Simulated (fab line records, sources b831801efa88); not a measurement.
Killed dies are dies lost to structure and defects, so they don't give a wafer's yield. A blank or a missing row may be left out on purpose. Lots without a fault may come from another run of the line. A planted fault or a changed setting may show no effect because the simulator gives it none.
fab line records | flow gf180mcu
record lots=13 wafers=39 last_day=34
route steps=602 shown STI@13 SALICIDE@286 M1@332 V1@353
lots that met no fault: from a run of the same line without faults
start_h: hours from the record's first day to the start of the lot's first wafer shown | wait_h: hours since the lot's step before | " the same as in the row above | L1.1+2: a row that stands for several wafers | - no value, or no start given | * or withheld: withheld | < > ~ a bound
route shown NAME@n: a module of which the file shows steps, and the number in the route of the first | usual: mean/standard deviation of fault-free wafers | same: alike in all rows | chamber/n: place in a boat | sites: the reading at each site | _std_site: their standard deviation | _edge_site: outer sites' mean less inner sites' | radius_mm: how far each site lies from the wafer's centre | mask NAME#n: copy n | behind: the tool/chamber that last shaped the wafer | hold: why the lot was held/for how many hours/how that ended | device: the transistor (n, p or np) that didn't switch | end of line: the same wafers' tests at the end of the route | a step without rows: its recipe alone | killed: dies lost to structure and defects at the first sort, not the wafer's yield | map: a wafer's dies, x killed, . not, _ none there
set.NAME: the setting as run; set.NAME@STEP: as run at that earlier step | model.NAME: the simulator's own value behind a step, which no gauge read
steps of the route over a sample of lots; a table a step, a row a wafer
services: from which hour (start_h, from the record's first day; less than 0 if before it) a tool's chamber was out of use, for how many hours, and why
## steps
# step GF_STI_CD_MEAS_12
# recipe target_cd_nm=220
# usual cd_nm=220.1/1.2
# columns lot.wafer tool chamber start_h wait_h cd_nm
L101.1 cd_sem-02 - 27.75 0.1 221.3
L101.2 " - " " 220.3
L101.5 " - " " 220.3
L102.1 cd_sem-01 - 31.41 0.1 220.4
L102.4 " - " " 220.6
L102.5 " - " " 221.1
L103.1 cd_sem-02 - 35.36 0.1 219.0
L103.4 " - " " 219.3
L103.5 " - " " 219.3
L104.1 cd_sem-01 - 40.21 0.1 219.4
L104.3 " - " " 218.9
L104.6 " - " " 219.1
L106.3 cd_sem-01 - 50.54 0.1 221.0
L106.5 " - " " 220.4
L106.6 " - " " 221.7
L107.2 cd_sem-01 - 57.07 0.1 220.2
L107.3 " - " " 219.9
L107.5 " - " " 219.8
L108.3 cd_sem-01 - 61.55 0.1 219.0
L108.5 " - " " 217.6
L108.6 " - " " 220.3
L109.1 cd_sem-01 - 66.35 0.5 220.9
L109.5 " - " " 219.1
L109.6 " - " " 219.5
L111.2 cd_sem-02 - 76.38 0.1 220.9
L111.3 " - " " 220.3
L111.4 " - " " 219.6
L113.1 cd_sem-01 - 86.77 0.2 219.4
L113.2 " - " " 219.9
L113.5 " - " " 218.9
L117.1 cd_sem-01 - 107.60 0.1 218.1
L117.2 " - " " 218.4
L117.6 " - " " 219.4
L123.3 cd_sem-01 - 139.80 0.1 219.8
L123.5 " - " " 221.0
L123.6 " - " " 220.3
L124.1 cd_sem-01 - 144.21 0.1 222.9
L124.2 " - " " 221.4
L124.6 " - " " 220.6
# step GF_SALICIDE_RTA_08
# recipe temp_c=800 time_s=30 ambient=N2
# usual lamp_power_pct=16.1/1.7 wafer_temp_C_max=804.0/0.82
# columns lot.wafer tool chamber start_h wait_h lamp_power_pct wafer_temp_C_max
L101.1 rtp_anneal-01 0 342.53 0.0 14.5 803.9
L101.2 " 0 " " 14.5 804.0
L101.5 " 0 " " 14.5 805.2
L102.1 rtp_anneal-02 0 349.69 0.0 18.0 804.3
L102.4 " 0 " " 18.0 803.0
L102.5 " 0 " " 17.9 804.4
L103.1 rtp_anneal-01 0 361.57 0.0 14.5 803.5
L103.4 " 0 " " 14.5 804.5
L103.5 " 0 " " 14.5 803.3
L104.1 rtp_anneal-02 0 364.94 0.0 18.0 803.4
L104.3 " 0 " " 18.0 802.7
L104.6 " 0 " " 18.0 802.8
L106.3 rtp_anneal-01 0 383.69 0.0 14.5 804.5
L106.5 " 0 " " 14.5 804.2
L106.6 " 0 " " 14.5 805.1
L107.2 rtp_anneal-02 0 393.82 0.0 18.0 803.4
L107.3 " 0 " " 18.0 804.1
L107.5 " 0 " " 18.0 803.7
L108.3 rtp_anneal-02 0 405.56 0.0 18.0 804.1
L108.5 " 0 " " 17.9 803.8
L108.6 " 0 " " 18.0 803.8
L109.1 rtp_anneal-01 0 413.27 0.0 14.5 804.6
L109.5 " 0 " " 14.5 804.4
L109.6 " 0 " " 14.5 804.6
L111.2 rtp_anneal-02 0 427.36 0.0 18.0 803.0
L111.3 " 0 " " 17.9 803.5
L111.4 " 0 " " 18.0 803.3
L113.1 rtp_anneal-01 0 447.07 0.0 14.5 803.7
L113.2 " 0 " " 14.5 804.9
L113.5 " 0 " " 14.5 804.1
L117.1 rtp_anneal-01 0 479.97 0.0 14.5 803.1
L117.2 " 0 " " 14.5 803.8
L117.6 " 0 " " 14.5 804.7
L123.3 rtp_anneal-01 0 528.96 0.0 10.6 707.8
L123.5 " 0 " " 10.6 705.1
L123.6 " 0 " " 10.7 705.4
L124.1 rtp_anneal-01 0 536.47 0.0 10.6 706.4
L124.2 " 0 " " 10.6 706.6
L124.6 " 0 " " 10.6 706.6
# step GF_M1_STRIP_17
# recipe chemistry=O2/N2 power_w=1400 pressure_mtorr=1500 platen_temp_c=250 o2_flow_sccm=3000 n2_flow_sccm=300 overash_fraction=0.5
# usual drypump_motor_current_A=5.8/0.54 heater_power_w=300/38 o2_flow_sccm=3000/9.9 oes_product_au=0.558/0.0055 strip_time_to_endpoint_s=7.87/0.052
# columns lot.wafer tool chamber start_h wait_h drypump_motor_current_A heater_power_w o2_flow_sccm oes_product_au rf_hours_counter_h strip_time_to_endpoint_s
L101.1 plasma_asher-03 1 388.97 0.1 5.1 301 2982 0.558 78 7.89
L101.2 " 0 " " 5.9 301 2996 0.562 78 7.97
L101.5 " 0 " " 5.9 306 2990 0.571 - 7.95
L102.1 plasma_asher-01 1 397.22 0.1 5.1 332 3001 0.557 29 7.88
L102.4 " 0 " " 6.2 246 2980 0.556 - 7.86
L102.5 " 1 " " 5.1 341 2985 0.558 - 7.85
L103.1 plasma_asher-04 0 409.27 0.1 6.3 330 2996 0.555 77 7.93
L103.4 " 1 " " 6.2 312 2992 0.556 - 7.86
L103.5 " 0 " " 6.2 323 3002 0.555 - 8.00
L104.1 plasma_asher-01 1 413.73 0.1 5.1 334 2991 0.556 31 7.77
L104.3 " 0 " " 6.2 254 3005 0.562 - 7.86
L104.6 " 0 " " 6.2 246 2993 0.544 - 7.76
L106.3 plasma_asher-03 0 433.96 0.1 5.9 320 3001 0.553 - 7.82
L106.5 " 1 " " 5.1 299 2992 0.558 - 7.84
L106.6 " 0 " " 5.9 322 3002 0.557 - 7.79
L107.2 plasma_asher-01 0 445.24 0.1 6.2 247 3012 0.552 35 7.83
L107.3 " 0 " " 6.2 241 3017 0.553 - 7.86
L107.5 " 0 " " 6.2 247 3011 0.556 - 7.87
L108.3 plasma_asher-04 0 457.30 0.1 6.3 336 3002 0.548 - 7.82
L108.5 " 0 " " 6.3 323 3009 0.552 - 7.83
L108.6 " 1 " " 6.2 306 3008 0.569 - 7.85
L109.1 plasma_asher-04 0 464.02 0.1 6.3 333 2996 0.556 83 7.97
L109.5 " 0 " " 6.3 333 2990 0.569 - 7.90
L109.6 " 1 " " 6.3 316 3010 0.561 - 7.95
L111.2 plasma_asher-03 1 479.67 0.1 5.1 300 2990 0.555 5 7.84
L111.3 " 1 " " 5.1 298 2999 0.565 - 7.98
L111.4 " 0 " " 5.9 330 3001 0.554 - 7.87
L113.1 plasma_asher-01 0 498.12 0.1 6.2 239 2983 0.565 41 7.87
L113.2 " 1 " " 5.1 337 3001 0.554 41 7.91
L113.5 " 0 " " 6.2 246 2995 0.554 - 7.86
L117.1 plasma_asher-01 0 529.08 0.2 6.3 246 3005 0.550 44 7.86
L117.2 " 1 " " 5.1 330 3014 0.555 44 7.86
L117.6 " 0 " " 6.2 245 3003 0.560 - 7.88
L123.3 plasma_asher-01 1 574.85 0.1 5.1 334 2990 0.555 - 7.83
L123.5 " 0 " " 6.2 247 2993 0.552 - 7.86
L123.6 " 1 " " 5.1 338 2990 0.558 - 7.83
L124.1 plasma_asher-01 1 582.07 0.1 5.1 333 2994 0.556 50 7.87
L124.2 " 0 " " 6.2 248 2985 0.548 50 7.84
L124.6 " 0 " " 6.2 244 2996 0.555 - 7.83
# step GF_V1_STRIP_18
# recipe chemistry=O2/N2 power_w=1400 pressure_mtorr=1500 platen_temp_c=250 o2_flow_sccm=3000 n2_flow_sccm=300 overash_fraction=0.5
# usual drypump_motor_current_A=6.0/0.36 heater_power_w=314/24 o2_flow_sccm=3002/8.8 oes_product_au=0.592/0.0053
# columns lot.wafer tool chamber start_h wait_h drypump_motor_current_A heater_power_w o2_flow_sccm oes_product_au rf_hours_counter_h
L101.1 plasma_asher-04 0 413.78 - 6.3 336 3013 0.590 78
L101.2 " 1 " " 6.2 311 2992 0.590 78
L101.5 " 0 " " 6.3 328 3002 0.600 -
L102.1 plasma_asher-02 1 421.83 - 6.2 327 3009 0.595 58
L102.4 " 0 " " 5.7 306 2992 0.594 -
L102.5 " 1 " " 6.2 333 3004 0.599 -
L103.1 plasma_asher-04 1 435.13 - 6.2 307 3015 0.587 80
L103.4 " 1 " " 6.3 315 2995 0.596 -
L103.5 " 0 " " 6.3 332 3009 0.584 -
L104.1 plasma_asher-02 0 439.49 - 5.7 304 3000 0.588 61
L104.3 " 1 " " 6.2 331 3006 0.582 -
L104.6 " 1 " " 6.2 325 2992 0.601 -
L106.3 plasma_asher-04 0 460.42 - 6.2 339 2992 0.585 -
L106.5 " 1 " " 6.2 310 2992 0.588 -
L106.6 " 0 " " 6.3 336 2997 0.597 -
L107.2 plasma_asher-04 0 470.73 - 6.3 330 3004 0.594 83
L107.3 " 0 " " 6.3 339 3011 0.586 -
L107.5 " 0 " " 6.3 334 2999 0.583 -
L108.3 plasma_asher-02 0 483.37 - 5.6 306 2997 0.585 -
L108.5 " 0 " " 5.7 302 2998 0.592 -
L108.6 " 1 " " 6.2 335 2992 0.592 -
L109.1 plasma_asher-01 0 489.81 - 6.2 250 3006 0.594 40
L109.5 " 1 " " 5.1 336 2999 0.591 -
L109.6 " 0 " " 6.2 246 3008 0.589 -
L111.2 plasma_asher-02 0 505.23 - 5.7 312 3010 0.594 68
L111.3 " 1 " " 6.1 332 3017 0.590 -
L111.4 " 0 " " 5.6 299 2998 0.592 -
L113.1 plasma_asher-04 1 522.88 - 6.2 310 2993 0.597 88
L113.2 " 0 " " 6.2 329 2993 0.587 88
L113.5 " 0 " " 6.3 329 2993 0.586 -
L117.1 plasma_asher-02 0 551.98 - 5.7 304 3019 0.590 73
L117.2 " 1 " " 6.2 334 3004 0.588 73
L117.6 " 1 " " 6.1 338 2984 0.588 -
L123.3 plasma_asher-01 1 597.82 - 5.1 333 3005 0.600 -
L123.5 " 0 " " 6.2 248 2986 0.605 -
L123.6 " 1 " " 5.1 332 2998 0.602 -
L124.1 plasma_asher-02 0 603.58 - 5.7 304 2995 0.595 79
L124.2 " 1 " " 6.2 332 2996 0.585 79
L124.6 " 1 " " 6.2 327 2994 0.585 -
## services
# columns tool chamber start_h hours kind
plasma_asher-02 - 381.10 25.7 repair
plasma_asher-03 - 396.13 0.4 repair
plasma_asher-03 - 421.25 9.0 pm
plasma_asher-03 0 421.25 9.7 vent_cycle
plasma_asher-03 1 421.25 9.7 vent_cycle
plasma_asher-04 - 423.19 3.5 repair
plasma_asher-03 - 427.15 3.8 repair
plasma_asher-03 0 430.25 - clean
plasma_asher-03 1 430.25 - clean
plasma_asher-01 - 450.94 2.4 repair
plasma_asher-04 - 484.01 14.6 pm
plasma_asher-03 - 503.06 14.9 repair
plasma_asher-01 - 510.45 1.6 repair
plasma_asher-01 - 535.83 2.8 pm
rtp_anneal-02 - 542.41 5.0 pm
plasma_asher-04 - 552.64 12.2 pm
## key
first_sign step=GF_SALICIDE_RTA_08 reading=wafer_temp_C_max direction=down sigmas=99+ usual=* struck=*
effect step=GF_SALICIDE_RTA_08 reading=lamp_power_pct direction=down sigmas=3.2 usual=16.1 struck=10.6
met_at GF_SALICIDE_RTA_08
struck_lots L123,L124
tester_left_out L123,L124
not_acting_at GF_STI_CD_MEAS_12,GF_M1_STRIP_17,GF_V1_STRIP_18
onset_between 479.97 528.96
fault kind=process_parameter_drift tool=rtp_anneal-01 chamber=- onset_h=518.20 steps=GF_SALICIDE_RTA_08 channel=temp_c offset=* shape=step end_h=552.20 acts_in=* stated=*
# tester_left_out: of these lots the tester's yield and bins aren't shown, on N5 and GAA mostly nor the transistor test; their killed dies are dies lost to structure and defects alone, not to doping, threshold or leakage, so they don't give the yield
